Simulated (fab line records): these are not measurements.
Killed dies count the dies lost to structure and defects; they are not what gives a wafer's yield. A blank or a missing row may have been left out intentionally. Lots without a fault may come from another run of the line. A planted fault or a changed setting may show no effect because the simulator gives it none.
Which of the tools did it? ; flow sky130 ; Sampling: 6 lots, 18 wafers, 3 of 708 route steps

== WHAT EACH GAUGE READ, for each wafer ==
SKY_VIA4_OVL_MEAS_11.
lot;measured;on;VIA4_OVL (nm)
L299;day 43 08:36;overlay-02;-1.2 -2.1 -2.8
L309;day 45 22:14;overlay-02;0.1 -0.9 -0.9
L312;day 46 20:17;overlay-02;2.0 1.2 3.2
L315;day 47 10:20;overlay-01;-1.4 -0.4 -1.2
L319;day 48 20:01;overlay-02;1.1 -1.0 -0.2
L321;day 49 07:17;overlay-02;0.5 0.6 2.1

== WHAT TOOL EACH LOT RAN ON (gives the tool, then ch and the chambers of the sampled wafers, and finally the start) ==
lot;SKY_VIA1_ETCH_15;SKY_CAP2M_SPUTTER_02
L299;rie_diel-03 ch 2,3, day 34 09:09;pvd_sputter-04, day 40 04:24
L309;rie_diel-03 ch 0,1, day 37 09:59;pvd_sputter-04, day 43 01:08
L312;rie_diel-02 ch 1,2, day 38 12:54;pvd_sputter-01, day 44 01:29
L315;rie_diel-03 ch 0,1,3, day 39 07:41;pvd_sputter-03, day 44 18:15
L319;rie_diel-03 ch 0,1, day 41 02:06;pvd_sputter-04, day 46 06:46
L321;rie_diel-03 ch 0,1,3, day 41 17:27;pvd_sputter-04, day 46 19:46
- SKY_VIA1_ETCH_15: etches SiO2 in C4F8/O2/Ar, stops on TiN, target depth 351 nm, time 54 s.
- SKY_CAP2M_SPUTTER_02: material TiN, target thk 200 nm, time 166.7 s.

== THE ANSWER, worked out from the rows above alone ==
Rule: the lots themselves supply what counts as usual. The widest of any qualifying gaps counts: lots, ordered by their means at a reading, are off when they make up no more than a third of the lots, leave a main group of 4 or more, and stand apart from it by 3 or more times the standard deviation of that group's means. A main group is skipped when, at the precision printed for the reading in the tables above, its means are all equal. A lot without any number at a reading at which 4 lots or more have one is off too. All remaining lots with rows at the step are treated as sound.
Nothing can be told from this: no lot is off at any reading shown.

== WHAT WAS PUT IN BY THE SIMULATOR ==
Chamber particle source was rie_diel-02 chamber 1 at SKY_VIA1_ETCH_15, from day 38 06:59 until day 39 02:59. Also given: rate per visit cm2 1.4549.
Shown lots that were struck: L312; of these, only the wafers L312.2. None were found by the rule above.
